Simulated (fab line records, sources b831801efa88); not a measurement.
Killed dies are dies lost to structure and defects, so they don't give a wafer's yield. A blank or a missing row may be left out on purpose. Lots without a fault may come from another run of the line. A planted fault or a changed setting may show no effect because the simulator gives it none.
A struck lot beside a sound one | flow sky130 | 16 steps out of a route of 708
Sound: wafers L607.2, L607.3, L607.5. Struck: wafers L606.1, L606.3, L606.5. The cause comes at the end.
At each step with rows: each side's tool, then ch and its chambers, then its first start. Under that, the readings that differ: sound wafers | struck wafers | difference of the means | sigmas: that difference in standard deviations of wafers without a fault.
alike: readings whose means differ by less than 2 such deviations, and words and numbers that are the same on both sides. not compared: withheld readings, readings that some wafer has no value for, bounds like >300 that may hide the same value, and numbers for which the record gives no deviation and whose values overlap.
The two part at a step that has a row with sigmas, a row that says differs or no value, or rows on one side only. Numbers that don't overlap but have no deviation are shown without sigmas and don't part them. A reading that every wafer of one side lacks parts them only if that side has two wafers or more.

first, 3 steps without rows for these wafers: SKY_VIA1_EXPOSE_09 (exposes mask VIM, target cd 150 nm); SKY_VIA1_PEB_10; SKY_VIA1_DEVELOP_11 (develop time 60 s).
SKY_VIA1_CD_MEAS_12: target cd 150 nm.
  sound on cd_sem-01, day 40 02:50; struck on cd_sem-01, day 39 20:10
  reading    | sound             | struck            | difference | sigmas
  cd_nm (nm) | 147.1 147.0 148.1 | 150.7 151.0 151.4 | +3.6       | +2
SKY_VIA1_OVL_MEAS_13:
  sound on overlay-02, day 40 02:57; struck on overlay-01, day 39 20:17
  alike: VIA1_OVL
SKY_VIA1_ETCH_14: etches BARC in N2/H2, stops on SiO2, time 45.9 s, target depth 60 nm.
  sound on rie_diel-03 ch 0,2, day 40 02:59; struck on rie_diel-01 ch 0,2, day 39 20:20
  alike: drypump_motor_current_A, oes_product_au, throttle_valve_pct
  not compared: rf_hours_counter_h
SKY_VIA1_ETCH_15: etches SiO2 in C4F8/O2/Ar, stops on TiN, target depth 351 nm, time 54 s.
  sound on rie_diel-03 ch 0,2, day 40 03:01; struck on rie_diel-01 ch 0,2, day 39 20:22
  alike: oes_product_au
  not compared: rf_hours_counter_h
SKY_VIA1_STRIP_16: strips in O2/N2.
  sound on plasma_asher-01 ch 0,1, day 40 03:05; struck on plasma_asher-03 ch 0,1, day 39 20:25
  reading                     | sound          | struck         | difference | sigmas
  drypump_motor_current_A (A) | 6.01 6.50 6.52 | 5.66 5.70 5.70 | -0.66      | -2
  alike: oes_product_au, strip_time_to_endpoint_s
  not compared: rf_hours_counter_h
then, 3 steps without rows for these wafers: SKY_VIA1_STRIP_17 (strips in post etch residue remover, time 1200 s); SKY_VIA1_CLEAN_18 (cleans in IPA, time 180 s); SKY_VIA1_CLEAN_19 (cleans in O3/DIW).
SKY_VIA1_SPUTTER_20: material TiN, target thk 20 nm, time 80 s.
  sound on pvd_sputter-03, day 40 03:42; struck on pvd_sputter-03, day 39 21:03
  alike: throttle_valve_pct
SKY_VIA1_CVD_21: deposits W, target thk 270 nm, time 80.902 s.
  sound on cvd_w-01 ch 0,1, day 40 03:46; struck on cvd_w-01 ch 0,1, day 39 21:07
  no value came back on the struck wafers for chamber_pressure_Torr (Torr), heater_power_outer_w (W), heater_power_w (W); on the sound wafers chamber_pressure_Torr (Torr) reads 39.90 39.86 40.01
SKY_VIA1_RS_MEAS_22: measures by four-point-probe.
  sound on film_metro-04, day 40 03:52; struck on film_metro-02, day 39 21:12
  reading            | sound             | struck               | difference | sigmas
  VIA1_W_RS (ohm/sq) | 0.436 0.436 0.437 | 57.895 58.563 58.276 | +57.808    | +99 or more
SKY_VIA1_THK_MEAS_23: measures by xrf.
  sound on film_metro-04, day 40 03:59; struck on film_metro-02, day 39 21:19
  reading         | sound       | struck   | difference | sigmas
  VIA1_W_THK (nm) | 256 256 255 | <0 <0 <0 | differs    |
SKY_VIA1_CMP_24: polishes, stops on SiO2, t overpolish 15 s, target thk 0 nm.
  sound on cmp-02 ch 0,3, day 40 04:05; struck on cmp-01 ch 1,3, day 39 21:26
  reading                | sound          | struck      | difference | sigmas
  time_to_endpoint_s (s) | 63.8 62.5 60.9 | 4.7 5.8 4.9 | -57.3      | -22
  alike: motor_current_A

WHERE THEY PART
First at SKY_VIA1_CD_MEAS_12; last, within this record, at SKY_VIA1_CMP_24.

WHY: what the simulator had put in
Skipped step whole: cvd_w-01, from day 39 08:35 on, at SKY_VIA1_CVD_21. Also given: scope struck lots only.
